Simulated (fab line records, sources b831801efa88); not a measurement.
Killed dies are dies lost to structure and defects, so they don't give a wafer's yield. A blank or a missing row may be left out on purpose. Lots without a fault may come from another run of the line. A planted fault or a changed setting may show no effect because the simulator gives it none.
A struck lot beside a sound one | flow sfq_line | 42 steps out of a route of 325
Sound: wafers L619.1, L619.4, L619.5. Struck: wafers L634.1, L634.4. (L634.6 of the same lot was not struck and is left out.) The cause comes at the end.
At each step with rows: each side's tool, then ch and its chambers, then its first start. Under that, the readings that differ: sound wafers | struck wafers | difference of the means | sigmas: that difference in standard deviations of wafers without a fault.
alike: readings whose means differ by less than 2 such deviations, and words and numbers that are the same on both sides. not compared: withheld readings, readings that some wafer has no value for, bounds like >300 that may hide the same value, and numbers for which the record gives no deviation and whose values overlap.
The two part at a step that has a row with sigmas, a row that says differs or no value, or rows on one side only. Numbers that don't overlap but have no deviation are shown without sigmas and don't part them. A reading that every wafer of one side lacks parts them only if that side has two wafers or more.

first, 6 steps without rows for these wafers: SFQ_TRILAYER_M0_LITHO_COAT_026 (resist thk 62 nm); SFQ_TRILAYER_M0_LITHO_COAT_021 (resist thk 600 nm); SFQ_TRILAYER_M0_LITHO_SOFTBAKE_025; SFQ_TRILAYER_M0_LITHO_EXPOSE_022 (exposes mask M0, target cd 500 nm); SFQ_TRILAYER_M0_LITHO_PEB_024 (peb time 60 s); SFQ_TRILAYER_M0_LITHO_DEVELOP_023 (time 60 s).
SFQ_M0_OVL_MEAS_906:
  sound on overlay-01, day 10 07:28; struck on overlay-02, day 15 14:44
  alike: M0_OVL
then, 4 steps without rows for these wafers: SFQ_TRILAYER_M0_BARC_OPEN_METAL_ETCH_031 (etches BARC in O2, target depth 125 nm, time 41.7 s); SFQ_TRILAYER_M0_ETCH_METAL_ETCH_024 (etches Nb in Cl2/Ar, stops on SiO2, target depth 240 nm, time 120 s); SFQ_TRILAYER_M0_STRIP_STRIP_025 (strips in O2); SFQ_TRILAYER_M0_STRIP_SOLV_CLEAN_026 (cleans in NMP, time 600 s).
SFQ_TRILAYER_I0_DEP_PECVD_027: deposits SiO2 from SiH4/N2O, time 111.11 s, target thk 500 nm.
  sound on pecvd-03 ch 0,2, day 10 08:28; struck on pecvd-03 ch 0,2, day 15 15:45
  alike: chamber_pressure_Torr, heater_power_outer_w, heater_power_w, rf_fwd_power_W, throttle_valve_pct
SFQ_TRILAYER_I0_CMP_CMP_028: polishes SiO2.
  sound on cmp-02 ch 1,2, day 10 08:33; struck on cmp-02 ch 1,3, day 15 17:31
  reading                                             | sound             | struck      | difference | sigmas
  time_to_endpoint_s (s)                              | 220 229 225       | 273 282     | +53        | +8
  model.SiO2_of_TRILAYER_I0_DEP_PECVD_027.thk_nm (nm) | 200.9 200.7 200.7 | 302.4 306.9 | +103.9     |
  alike: motor_current_A, slurry_filter_dp_kPa, slurry_flow_ml_min
SFQ_I0_BOW_MEAS_907:
  sound on film_metro-03, day 10 11:33; struck on film_metro-04, day 15 20:01
  alike: I0_BOW
SFQ_TRILAYER_I0_METRO_MEASURE_029:
  sound on film_metro-03, day 10 11:40; struck on film_metro-04, day 15 20:08
  reading     | sound             | struck      | difference | sigmas
  thk_nm (nm) | 200.8 200.5 200.7 | 302.6 307.1 | +104.2     | +99 or more
then, 6 steps without rows for these wafers: SFQ_TRILAYER_I0_VIA_LITHO_COAT_036 (resist thk 62 nm); SFQ_TRILAYER_I0_VIA_LITHO_COAT_031 (resist thk 650 nm); SFQ_TRILAYER_I0_VIA_LITHO_SOFTBAKE_035; SFQ_TRILAYER_I0_VIA_LITHO_EXPOSE_032 (exposes mask I0, target cd 500 nm); SFQ_TRILAYER_I0_VIA_LITHO_PEB_034 (peb time 60 s); SFQ_TRILAYER_I0_VIA_LITHO_DEVELOP_033 (time 60 s).
-- the record jumps here: 6 days lie between the struck wafers' starts before and after --
SFQ_I0_OVL_MEAS_908:
  sound on overlay-02, day 14 21:30; struck on overlay-01, day 22 03:47
  alike: I0_OVL
then, 1 step without rows for these wafers: SFQ_TRILAYER_I0_VIA_BARC_OPEN_VIA_ETCH_046 (etches BARC in O2, target depth 125 nm, time 41.7 s).
SFQ_TRILAYER_I0_VIA_ETCH_VIA_ETCH_034: etches SiO2 in CHF3, stops on Nb, target depth 260 nm.
  sound on rie_diel-03 ch 2,3, day 14 21:34; struck on rie_diel-03 ch 1,3, day 22 03:52
  reading                        | sound             | struck      | difference | sigmas
  oes_product_au (a.u.)          | 0.858 0.853 0.857 | 1.002 0.993 | +0.142     | +31
  model.I0.feature_depth_nm (nm) | 200.9 200.7 200.7 | 261.2 255.8 | +57.7      |
  model.etch.depth_nm (nm)       | 200.9 200.7 200.7 | 261.2 255.8 | +57.7      |
  alike: drypump_motor_current_A, rf_fwd_power_W
then, 2 steps without rows for these wafers: SFQ_TRILAYER_I0_VIA_STRIP_STRIP_035 (strips in O2); SFQ_TRILAYER_I0_VIA_STRIP_SOLV_CLEAN_036 (cleans in NMP, time 600 s).
SFQ_TRILAYER_M1_DEP_PRE_CLEAN_038: time 22.5 s.
  sound on pvd_sputter-06, day 14 22:28; struck on pvd_sputter-04, day 22 04:46
  reading                                             | sound             | struck      | difference | sigmas
  model.SiO2_of_TRILAYER_I0_DEP_PECVD_027.thk_nm (nm) | 193.4 193.2 193.2 | 294.9 299.4 | +103.9     |
SFQ_TRILAYER_M1_DEP_SPUTTER_037: material Nb, target thk 200 nm, time 133.3 s.
  sound on pvd_sputter-06, day 14 22:29; struck on pvd_sputter-04, day 22 04:48
  alike: substrate_temp_c, throttle_valve_pct
SFQ_M1_RS_MEAS_909: measures by four-point-probe.
  sound on film_metro-04, day 14 22:35; struck on film_metro-04, day 22 04:53
  alike: M1_NB_RS
then, 6 steps without rows for these wafers: SFQ_TRILAYER_M1_LITHO_COAT_044 (resist thk 62 nm); SFQ_TRILAYER_M1_LITHO_COAT_039 (resist thk 600 nm); SFQ_TRILAYER_M1_LITHO_SOFTBAKE_043; SFQ_TRILAYER_M1_LITHO_EXPOSE_040 (exposes mask M1, target cd 500 nm); SFQ_TRILAYER_M1_LITHO_PEB_042 (peb time 60 s); SFQ_TRILAYER_M1_LITHO_DEVELOP_041 (time 60 s).
-- the record jumps here: 5 days lie between the struck wafers' starts before and after --
SFQ_M1_OVL_MEAS_911:
  sound on overlay-02, day 21 02:01; struck on overlay-01, day 27 01:04
  alike: M1_OVL
SFQ_TRILAYER_M1_BARC_OPEN_METAL_ETCH_054: etches BARC in O2, target depth 125 nm, time 41.7 s.
  sound on rie_metal-03 ch 0, day 21 02:04; struck on rie_metal-03 ch 0, day 27 01:07
  alike: drypump_motor_current_A, oes_product_au, rf_fwd_power_W
  not compared: rf_hours_counter_h
SFQ_TRILAYER_M1_ETCH_METAL_ETCH_042: etches Nb in Cl2/Ar, stops on SiO2, target depth 240 nm, time 120 s.
  sound on rie_metal-03 ch 0, day 21 02:07; struck on rie_metal-03 ch 0, day 27 01:10
  alike: drypump_motor_current_A, oes_product_au, rf_fwd_power_W
  not compared: rf_hours_counter_h
then, 2 steps without rows for these wafers: SFQ_TRILAYER_M1_STRIP_STRIP_043 (strips in O2); SFQ_TRILAYER_M1_STRIP_SOLV_CLEAN_044 (cleans in NMP, time 600 s).
SFQ_TRILAYER_I1_DEP_PECVD_045: deposits SiO2 from SiH4/N2O, time 111.11 s, target thk 500 nm.
  sound on pecvd-01 ch 0,1, day 21 03:01; struck on pecvd-03 ch 1,2, day 27 02:04
  alike: chamber_pressure_Torr, heater_power_outer_w, heater_power_w, rf_fwd_power_W, throttle_valve_pct
-- the record jumps here: 64 days lie between the struck wafers' starts before and after --
SFQ_M8_BOW_MEAS_951:
  sound on film_metro-04, day 86 14:05; struck on film_metro-02, day 91 05:25
  reading                 | sound             | struck      | difference | sigmas
  model.etest.i0.link_ohm | 1.982 1.962 1.968 | 1e+06 1e+06 | +1e+06     |
  alike: M8_BOW

WHERE THEY PART
First at SFQ_TRILAYER_I0_CMP_CMP_028; last, within this record, at SFQ_TRILAYER_I0_VIA_ETCH_VIA_ETCH_034. Later steps at which nothing parts them and some readings are alike: SFQ_TRILAYER_M1_DEP_SPUTTER_037, SFQ_M1_RS_MEAS_909, SFQ_M1_OVL_MEAS_911, SFQ_TRILAYER_M1_BARC_OPEN_METAL_ETCH_054, SFQ_TRILAYER_M1_ETCH_METAL_ETCH_042, SFQ_TRILAYER_I1_DEP_PECVD_045, SFQ_M8_BOW_MEAS_951.

WHY: what the simulator had put in
Process parameter drift: cmp-02, from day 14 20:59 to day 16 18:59, at SFQ_TRILAYER_I0_CMP_CMP_028. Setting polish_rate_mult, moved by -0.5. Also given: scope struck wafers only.
